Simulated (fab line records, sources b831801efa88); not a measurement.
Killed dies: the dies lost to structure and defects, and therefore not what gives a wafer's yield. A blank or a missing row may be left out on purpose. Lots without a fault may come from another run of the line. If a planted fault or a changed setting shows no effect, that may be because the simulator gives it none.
Which tool is to blame? -- flow gf180mcu -- 12 lots with 36 wafers sampled at 5 steps, on a route of 602 steps

== WHAT EACH GAUGE READ, for each wafer ==
GF_NSD_TW_MEAS_12. Usual: NSD_TW gives 4234 (standard deviation 25).
lot,measured,on,NSD_TW,flag
L556,day 13 14:59,film_metro-01,4185 4182 4175,
L558,day 14 04:43,film_metro-03,4257 4259 4234,
L559,day 14 09:29,film_metro-03,4231 4255 4242,
L560,day 14 16:38,film_metro-01,4232 4220 4230,
L566,day 16 19:05,film_metro-01,4196 4212 4219,
L567,day 17 05:04,film_metro-04,4229 4252 4255,
L573,day 19 06:38,film_metro-04,4244 4254 4260,
L575,day 19 20:41,film_metro-03,4213 4208 4216,
L576,day 20 07:41,film_metro-01,4227 4216 4236,
L577,day 20 13:44,film_metro-01,4232 4233 4249,
L578,day 20 23:02,film_metro-04,4210 4208 4222,
L579,day 21 04:31,film_metro-04,4220 4232 4234,

GF_PSD_OVL_MEAS_08. Usual: PSD_OVL gives -0.7 nm (standard deviation 1.5).
lot,measured,on,PSD_OVL (nm),flag
L556,day 14 11:33,overlay-02,1.6 2.7 0.7,
L558,day 15 01:13,overlay-01,-1.0 -0.9 -1.6,
L559,day 15 06:28,overlay-02,-2.8 -1.9 -2.1,
L560,day 15 13:53,overlay-01,-1.4 -1.5 1.7,
L566,day 17 18:20,overlay-01,-0.1 2.4 1.3,
L567,day 18 04:28,overlay-01,-2.0 -0.9 -1.4,
L573,day 20 06:41,overlay-02,-1.0 -2.5 -3.4,
L575,day 20 20:44,overlay-01,1.2 0.7 0.0,
L576,day 21 07:13,overlay-02,-2.1 -1.1 -2.1,
L577,day 21 13:35,overlay-02,-1.6 -2.7 0.0,
L578,day 21 23:05,overlay-01,-1.1 -1.8 -0.8,
L579,day 22 04:04,overlay-01,-0.4 0.7 -1.3,

GF_PSD_RS_MEAS_14: measurement is done with a four-point probe. Usual: NSD_RS gives 46.11 ohm/sq (standard deviation 0.092).
lot,measured,on,NSD_RS (ohm/sq),flag
L556,day 14 12:04,film_metro-03,46.05 46.11 46.08,
L558,day 15 01:42,film_metro-01,46.09 46.19 46.19,
L559,day 15 06:57,film_metro-04,46.14 46.30 46.18,
L560,day 15 14:22,film_metro-04,46.16 46.13 46.12,
L566,day 17 18:52,film_metro-04,46.21 42.61 46.11 46.19 42.64 46.12,OFF
L567,day 18 04:57,film_metro-01,46.05 42.46 45.90 45.98 42.47 45.99,OFF
L573,day 20 07:12,film_metro-03,46.17 46.20 46.15,
L575,day 20 21:13,film_metro-04,46.16 46.13 46.20,
L576,day 21 07:42,film_metro-04,46.06 46.00 46.16,
L577,day 21 14:09,film_metro-04,46.21 46.06 46.08,
L578,day 21 23:34,film_metro-03,46.07 45.97 46.09,
L579,day 22 04:33,film_metro-03,46.08 46.13 46.13,

GF_PSD_RS_MEAS_15: measurement is done with a four-point probe. Usual: PSD_RS gives 107.74 ohm/sq (standard deviation 0.27).
lot,measured,on,PSD_RS (ohm/sq),flag
L556,day 14 12:11,film_metro-03,107.59 107.15 107.34,
L558,day 15 01:49,film_metro-01,107.77 107.68 107.85,
L559,day 15 07:04,film_metro-04,108.05 108.19 107.95,
L560,day 15 14:29,film_metro-04,107.70 107.35 107.69,
L566,day 18 01:33,film_metro-04,107.81 101.23 107.59 107.88 101.54 107.83,OFF
L567,day 18 08:01,film_metro-01,107.75 101.89 107.52 107.58 101.58 107.49,OFF
L573,day 20 07:19,film_metro-03,107.87 107.94 107.81,
L575,day 20 21:20,film_metro-04,108.05 107.82 107.82,
L576,day 21 07:49,film_metro-04,107.43 107.50 107.57,
L577,day 21 14:16,film_metro-04,107.94 107.60 107.76,
L578,day 21 23:41,film_metro-03,107.46 107.10 107.48,
L579,day 22 04:40,film_metro-03,107.79 107.84 108.33,

== EACH LOT AND THE TOOL THAT RAN IT (in order: tool; ch and the chambers of the sampled wafers; start) ==
lot,GF_PSD_RTA_13
L556,"rtp_anneal-01 ch 0, day 14 11:58"
L558,"rtp_anneal-02 ch 0, day 15 01:37"
L559,"rtp_anneal-01 ch 0, day 15 06:52"
L560,"rtp_anneal-02 ch 0, day 15 14:17"
L566,"rtp_anneal-02 ch 0, day 17 18:46"
L567,"rtp_anneal-02 ch 0, day 18 04:52"
L573,"rtp_anneal-01 ch 0, day 20 07:06"
L575,"rtp_anneal-02 ch 0, day 20 21:08"
L576,"rtp_anneal-01 ch 0, day 21 07:37"
L577,"rtp_anneal-02 ch 0, day 21 14:04"
L578,"rtp_anneal-02 ch 0, day 21 23:29"
L579,"rtp_anneal-01 ch 0, day 22 04:28"
- GF_PSD_RTA_13: time 20 s.

== WHAT THE TOOLS THEMSELVES READ (means of the sampled wafers that have a number; where no wafer has one, the mark that the record gives instead) ==
GF_PSD_RTA_13. Usual: anneal_temp_c_max 1030.7, standard deviation 1; lamp_power_pct 33 %, standard deviation 4.3; run_length_s 48.7 s, standard deviation 0.3; wafer_temp_C_max 1030.9, standard deviation 1.6.
lot,tool,anneal_temp_c_max,lamp_power_pct (%),run_length_s (s),wafer_temp_C_max,flag
L556,rtp_anneal-01,1030.1,38,48.3,1033.1,
L558,rtp_anneal-02,1031.0,29,48.8,1030.6,
L559,rtp_anneal-01,1030.8,38,48.5,1032.3,
L560,rtp_anneal-02,1030.5,29,48.9,1029.8,
L566,rtp_anneal-02,1030.6,29,55.1,1031.2,OFF
L567,rtp_anneal-02,1031.9,29,55.2,1029.9,OFF
L573,rtp_anneal-01,1029.8,38,48.2,1033.3,
L575,rtp_anneal-02,1030.6,29,48.7,1029.9,
L576,rtp_anneal-01,1030.3,38,48.3,1032.1,
L577,rtp_anneal-02,1031.4,29,49.0,1029.1,
L578,rtp_anneal-02,1030.6,29,49.0,1029.9,
L579,rtp_anneal-01,1029.9,38,48.2,1032.6,

== THE ANSWER, worked out from the rows above alone ==
Rule: take the mean of a lot's wafers that have a number; if it is more than 3 standard deviations from the usual mean, the lot is off. A lot without any number at a reading at which 4 lots or more have one is off too. Any other lot the step has rows for is counted as sound. Order of review: gauges by route order, followed by the tools' own readings, for which a lot's mean as printed above is used. The first step at which some lot is off is used, and at that step the reading that is off furthest; a lot without a number counts as furthest.
Off: L566, L567, seen at GF_PSD_RS_MEAS_14 (NSD_RS).
If a tool, at a process step before that reading, ran all the lots that are off and no sound lot after the first of them, it fits. The gauges at GF_PSD_RS_MEAS_14 aren't tried: what is off there is off at GF_PSD_RTA_13 too, on other tools, and a gauge's error can't cause that. Of those tried, none fits.

== WHAT THE SIMULATOR HAD PUT IN ==
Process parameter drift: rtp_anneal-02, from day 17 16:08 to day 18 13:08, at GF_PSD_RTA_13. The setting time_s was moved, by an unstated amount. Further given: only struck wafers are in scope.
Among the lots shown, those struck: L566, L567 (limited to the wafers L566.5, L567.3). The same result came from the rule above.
